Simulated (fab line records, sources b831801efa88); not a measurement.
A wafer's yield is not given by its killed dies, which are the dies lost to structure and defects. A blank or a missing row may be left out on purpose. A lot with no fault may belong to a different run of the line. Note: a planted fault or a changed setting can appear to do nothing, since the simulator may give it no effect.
What tool caused it? | flow gf180mcu | 11 lots with 33 wafers sampled at 3 steps, on a route of 602 steps

WHAT THE GAUGES READ, wafer by wafer
GF_PSD_RS_MEAS_15: a four-point-probe measurement.
lot  | measured     | on            | PSD_RS (ohm/sq)
L309 | day 14 04:05 | film-metro-01 | 108.75 108.78 108.50
L310 | day 14 14:29 | film-metro-02 | 108.84 108.47 108.89
L315 | day 16 06:53 | film-metro-02 | 108.71 108.63 108.56
L316 | day 16 14:35 | film-metro-01 | 108.72 108.44 108.82
L318 | day 17 05:10 | film-metro-02 | 108.00 108.25 108.49
L323 | day 19 04:23 | film-metro-01 | 108.66 108.98 108.72
L325 | day 19 18:11 | film-metro-01 | 108.94 116.31 108.81 108.99 116.49 108.74
L326 | day 20 02:07 | film-metro-01 | 108.88 108.93 116.36 109.13 108.81 116.74
L330 | day 21 17:40 | film-metro-01 | 109.15 108.47 108.89
L331 | day 21 20:26 | film-metro-01 | 108.89 108.50 108.71
L332 | day 22 05:49 | film-metro-01 | 108.76 108.65 108.80

WHICH TOOL RAN EACH LOT (tool, then ch and the chambers of the sampled wafers, then the start)
lot  | GF_PSD_IMPLANT_09               | GF_PSD_STRIP_10
L309 | implanter-01 ch 0, day 14 03:32 | plasma-asher-03 ch 0,1, day 14 03:40
L310 | implanter-02 ch 0, day 14 13:55 | plasma-asher-02 ch 0,1, day 14 14:04
L315 | implanter-02 ch 0, day 16 06:20 | plasma-asher-03 ch 0,1, day 16 06:28
L316 | implanter-02 ch 0, day 16 14:01 | plasma-asher-01 ch 0,1, day 16 14:10
L318 | implanter-01 ch 0, day 17 04:37 | plasma-asher-02 ch 0,1, day 17 04:46
L323 | implanter-02 ch 0, day 19 03:49 | plasma-asher-02 ch 0,1, day 19 03:58
L325 | implanter-01 ch 0, day 19 15:31 | plasma-asher-03 ch 0,1, day 19 15:40
L326 | implanter-01 ch 0, day 20 01:34 | plasma-asher-03 ch 0, day 20 01:43
L330 | implanter-02 ch 0, day 21 17:07 | plasma-asher-01 ch 0,1, day 21 17:16
L331 | implanter-02 ch 0, day 21 19:52 | plasma-asher-01 ch 0,1, day 21 20:01
L332 | implanter-02 ch 0, day 22 05:16 | plasma-asher-03 ch 0,1, day 22 05:23
- GF_PSD_IMPLANT_09
- GF_PSD_STRIP_10: strips in O2/N2.

THE ANSWER, worked out from the rows above alone
Rule: the lots themselves supply what counts as usual. Put in order of their means at a reading, lots are off if they are a third of the lots or fewer, leave a main group of 4 or more, and stand apart from it by a gap of 3 or more times the standard deviation of the main group's means; of several such gaps the widest counts. A main group is skipped when, at the precision printed for the reading in the tables above, its means are all equal. A lot without any number at a reading at which 4 lots or more have one is off too. Any other lot the step has rows for is counted as sound.
Off: L325, L326, seen at GF_PSD_RS_MEAS_15 (PSD_RS). Main group: mean 108.67 ohm/sq, sd 0.16.
If a tool, at a process step before that reading, ran all the lots that are off and no sound lot after the first of them, it fits. The gauges at GF_PSD_RS_MEAS_15 are tried like those tools. One candidate fits, namely implanter-01 at GF_PSD_IMPLANT_09. Its last sound lot is L318 (day 17 04:37), its first lot that is off L325 (day 19 15:31): a fault that began between those two fits.

WHAT THE SIMULATOR HAD INSERTED
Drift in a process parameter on implanter-01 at GF_PSD_IMPLANT_09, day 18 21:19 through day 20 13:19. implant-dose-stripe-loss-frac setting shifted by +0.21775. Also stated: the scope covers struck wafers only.
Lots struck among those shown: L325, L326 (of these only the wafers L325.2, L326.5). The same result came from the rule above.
